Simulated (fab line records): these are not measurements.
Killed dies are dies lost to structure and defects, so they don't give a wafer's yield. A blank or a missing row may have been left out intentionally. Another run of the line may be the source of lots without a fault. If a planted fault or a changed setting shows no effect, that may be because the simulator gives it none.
Which tool was responsible?	flow sky130	24 lots with 72 wafers sampled at 5 steps, on a route of 708 steps

## WHAT THE GAUGES READ, wafer by wafer
SKY_NWELL_OVL_MEAS_10.
lot	measured	on	NWELL_00_OVL (nm)
L074	day 4 17:28	overlay-02	-0.1 0.8 -0.2
L075	day 4 18:11	overlay-02	1.0 0.4 -1.5
L076	day 4 23:36	overlay-01	0.7 1.7 1.4
L077	day 5 05:49	overlay-02	-1.5 0.0 -1.2
L078	day 5 12:23	overlay-01	-1.4 -1.4 -1.8
L079	day 5 15:17	overlay-02	0.6 -1.5 1.4
L080	day 5 22:34	overlay-02	-1.0 1.0 0.9
L081	day 6 07:50	overlay-01	-2.0 -1.2 -1.6
L082	day 6 18:31	overlay-02	2.3 -0.1 0.1
L084	day 6 19:59	overlay-02	0.3 -0.7 -0.1
L083	day 6 21:19	overlay-02	1.4 -0.1 1.3
L085	day 7 02:28	overlay-02	-2.3 -0.5 1.2
L086	day 7 11:53	overlay-02	1.2 1.7 1.4
L087	day 7 17:40	overlay-02	-1.2 1.0 -0.3
L088	day 8 04:05	overlay-02	0.6 -0.7 -1.5
L089	day 8 07:56	overlay-02	0.9 1.7 0.4
L090	day 8 13:28	overlay-02	2.3 1.3 1.4
L091	day 8 17:29	overlay-02	3.0 1.2 1.4
L092	day 8 23:56	overlay-02	0.3 -1.1 -1.7
L093	day 9 05:49	overlay-02	-0.2 0.5 0.1
L094	day 9 16:58	overlay-02	-0.7 -1.6 0.9
L095	day 9 22:35	overlay-02	-0.8 -0.6 0.0
L096	day 10 02:02	overlay-02	-0.8 -2.0 -1.3
L097	day 10 03:44	overlay-02	0.8 0.2 1.6

SKY_LI_CONTACT_OVL_MEAS_13.
lot	measured	on	LI_CONTACT_OVL (nm)
L074	day 29 06:09	overlay-01	-9 -3 -3
L075	day 29 09:49	overlay-01	0 -2 0
L076	day 30 09:44	overlay-02	-7 -4 -13
L077	day 30 10:50	overlay-02	3 2 6
L078	day 30 12:07	overlay-01	-12 -15 -10
L079	day 30 11:05	overlay-02	13 -6 1
L080	day 31 14:11	overlay-02	-4 0 3
L081	day 31 19:02	overlay-02	-6 -11 -5
L082	day 32 03:24	overlay-01	-8 -2 -5
L084	day 32 17:07	overlay-02	-1 -4 -9
L083	day 32 03:56	overlay-02	-1 -4 0
L085	day 32 05:48	overlay-01	-5 -1 3
L086	day 33 11:19	overlay-02	2 -11 1
L087	day 33 17:41	overlay-01	-2 -4 -1
L088	day 34 10:05	overlay-02	-5 1 4
L089	day 34 15:01	overlay-01	3 1 3
L090	day 34 14:35	overlay-01	2 -3 1
L091	day 34 18:07	overlay-02	-12 -9 -13
L092	day 34 21:25	overlay-01	-5 0 3
L093	day 35 23:48	overlay-02	-4 -10 -4
L094	day 36 04:02	overlay-02	0 -5 -7
L095	day 36 05:28	overlay-01	-1 -3 -6
L096	day 36 08:58	overlay-01	17 6 8
L097	day 36 10:13	overlay-02	4 -3 -3

SKY_VIA2_RS_MEAS_22: a four-point-probe measurement.
lot	measured	on	VIA2_W_RS (ohm/sq)
L074	day 36 11:23	film_metro-04	0.274 0.278 0.277
L075	day 36 12:57	film_metro-01	0.273 0.263 0.272
L076	day 37 07:16	film_metro-02	0.258 0.272 0.258
L077	day 37 09:31	film_metro-02	0.272 0.272 0.262
L078	day 37 15:38	film_metro-04	0.266 0.259 0.270
L079	day 37 10:29	film_metro-04	0.275 0.270 0.258
L080	day 38 13:40	film_metro-02	0.263 0.274 0.275
L081	day 38 19:58	film_metro-04	0.276 0.264 0.262
L082	day 38 23:39	film_metro-02	0.272 0.270 0.260
L084	day 39 13:53	film_metro-02	0.258 0.276 0.262
L083	day 39 00:07	film_metro-02	0.276 0.263 0.274
L085	day 39 00:25	film_metro-01	0.261 0.271 0.262
L086	day 40 04:58	film_metro-04	0.257 0.271 0.260
L087	day 40 13:15	film_metro-01	0.274 0.274 0.274
L088	day 41 02:46	film_metro-01	0.271 0.261 0.273
L089	day 41 08:16	film_metro-04	0.270 0.259 0.271
L090	day 41 06:19	film_metro-02	0.271 0.256 0.270
L091	day 41 12:31	film_metro-02	0.266 0.267 0.256
L092	day 41 13:37	film_metro-02	0.277 0.275 0.278
L093	day 42 14:33	film_metro-01	0.266 0.264 0.275
L094	day 42 17:55	film_metro-02	0.272 0.274 0.273
L095	day 42 17:16	film_metro-02	0.276 0.278 0.277
L096	day 42 22:53	film_metro-04	0.279 0.278 0.277
L097	day 43 00:27	film_metro-01	0.263 0.261 0.262

## TOOL THAT RAN EACH LOT (tool first, then ch and the chambers of the sampled wafers, then the start)
lot	SKY_LI_CONTACT_SPUTTER_20	SKY_METAL2_SPUTTER_03
L074	pvd_sputter-01, day 29 06:41	pvd_sputter-02, day 34 03:26
L075	pvd_sputter-04, day 29 10:20	pvd_sputter-04, day 34 04:46
L076	pvd_sputter-04, day 30 10:19	pvd_sputter-03, day 34 23:10
L077	pvd_sputter-04, day 30 11:59	pvd_sputter-04, day 35 02:31
L078	pvd_sputter-01, day 30 13:13	pvd_sputter-04, day 35 08:20
L079	pvd_sputter-01, day 30 11:59	pvd_sputter-02, day 35 03:08
L080	pvd_sputter-04, day 31 14:47	pvd_sputter-03, day 36 08:43
L081	pvd_sputter-04, day 31 19:34	pvd_sputter-03, day 36 13:37
L082	pvd_sputter-01, day 32 03:57	pvd_sputter-04, day 36 19:49
L084	pvd_sputter-01, day 32 17:38	pvd_sputter-04, day 37 09:28
L083	pvd_sputter-04, day 32 04:31	pvd_sputter-02, day 36 20:28
L085	pvd_sputter-01, day 32 06:32	pvd_sputter-04, day 36 21:22
L086	pvd_sputter-01, day 33 11:50	pvd_sputter-02, day 38 03:06
L087	pvd_sputter-04, day 33 18:14	pvd_sputter-02, day 38 09:34
L088	pvd_sputter-01, day 34 10:37	pvd_sputter-02, day 38 22:37
L089	pvd_sputter-03, day 34 15:32	pvd_sputter-03, day 39 04:10
L090	pvd_sputter-04, day 34 15:07	pvd_sputter-03, day 39 02:14
L091	pvd_sputter-01, day 34 18:37	pvd_sputter-02, day 39 08:04
L092	pvd_sputter-04, day 34 21:56	pvd_sputter-02, day 39 11:13
L093	pvd_sputter-01, day 36 00:20	pvd_sputter-03, day 40 12:19
L094	pvd_sputter-01, day 36 04:35	pvd_sputter-04, day 40 16:10
L095	pvd_sputter-01, day 36 05:59	pvd_sputter-03, day 40 15:52
L096	pvd_sputter-04, day 36 09:29	pvd_sputter-04, day 40 20:10
L097	pvd_sputter-04, day 36 10:45	pvd_sputter-03, day 40 22:14
- SKY_LI_CONTACT_SPUTTER_20: material TiN, target thk 20 nm, time 80 s.
- SKY_METAL2_SPUTTER_03: material Ti, target thk 5 nm, time 3.3 s.

## WHAT THE TOOLS THEMSELVES READ (means of the sampled wafers that have a number; where no wafer has one, the mark that the record gives instead)
SKY_LI_CONTACT_SPUTTER_20.
lot	tool	throttle_valve_pct (%)
L074	pvd_sputter-01	29.4
L075	pvd_sputter-04	29.3
L076	pvd_sputter-04	29.0
L077	pvd_sputter-04	29.1
L078	pvd_sputter-01	28.9
L079	pvd_sputter-01	28.8
L080	pvd_sputter-04	29.7
L081	pvd_sputter-04	29.6
L082	pvd_sputter-01	29.9
L084	pvd_sputter-01	27.9
L083	pvd_sputter-04	29.9
L085	pvd_sputter-01	28.3
L086	pvd_sputter-01	30.9
L087	pvd_sputter-04	29.9
L088	pvd_sputter-01	31.0
L089	pvd_sputter-03	30.4
L090	pvd_sputter-04	29.3
L091	pvd_sputter-01	29.3
L092	pvd_sputter-04	29.7
L093	pvd_sputter-01	30.3
L094	pvd_sputter-01	30.8
L095	pvd_sputter-01	29.8
L096	pvd_sputter-04	29.2
L097	pvd_sputter-04	29.9

SKY_METAL2_SPUTTER_03.
lot	tool	throttle_valve_pct (%)
L074	pvd_sputter-02	30.3
L075	pvd_sputter-04	29.3
L076	pvd_sputter-03	30.6
L077	pvd_sputter-04	29.4
L078	pvd_sputter-04	29.1
L079	pvd_sputter-02	30.5
L080	pvd_sputter-03	31.0
L081	pvd_sputter-03	30.6
L082	pvd_sputter-04	29.9
L084	pvd_sputter-04	29.7
L083	pvd_sputter-02	30.7
L085	pvd_sputter-04	29.2
L086	pvd_sputter-02	30.2
L087	pvd_sputter-02	30.8
L088	pvd_sputter-02	30.5
L089	pvd_sputter-03	30.8
L090	pvd_sputter-03	30.4
L091	pvd_sputter-02	30.4
L092	pvd_sputter-02	30.1
L093	pvd_sputter-03	30.4
L094	pvd_sputter-04	29.6
L095	pvd_sputter-03	30.1
L096	pvd_sputter-04	29.6
L097	pvd_sputter-03	30.7

## THE ANSWER, worked out from the rows above alone
Rule: what is usual is taken from the lots themselves. The widest of any qualifying gaps counts: lots, ordered by their means at a reading, are off when they make up no more than a third of the lots, leave a main group of 4 or more, and stand apart from it by 3 or more times the standard deviation of that group's means. Not used: any main group whose means are identical at the precision the tables above print for the reading. A lot without any number at a reading at which 4 lots or more have one is off too. Any other lot the step has rows for is counted as sound. Order of review: gauges by route order, followed by the tools' own readings, for which a lot's mean as printed above is used. The first step at which some lot is off is used, and at that step the reading that is off furthest; a lot without a number counts as furthest.
None of the lots is off at any reading shown; this tells nothing.

## WHAT THE SIMULATOR HAD INSERTED
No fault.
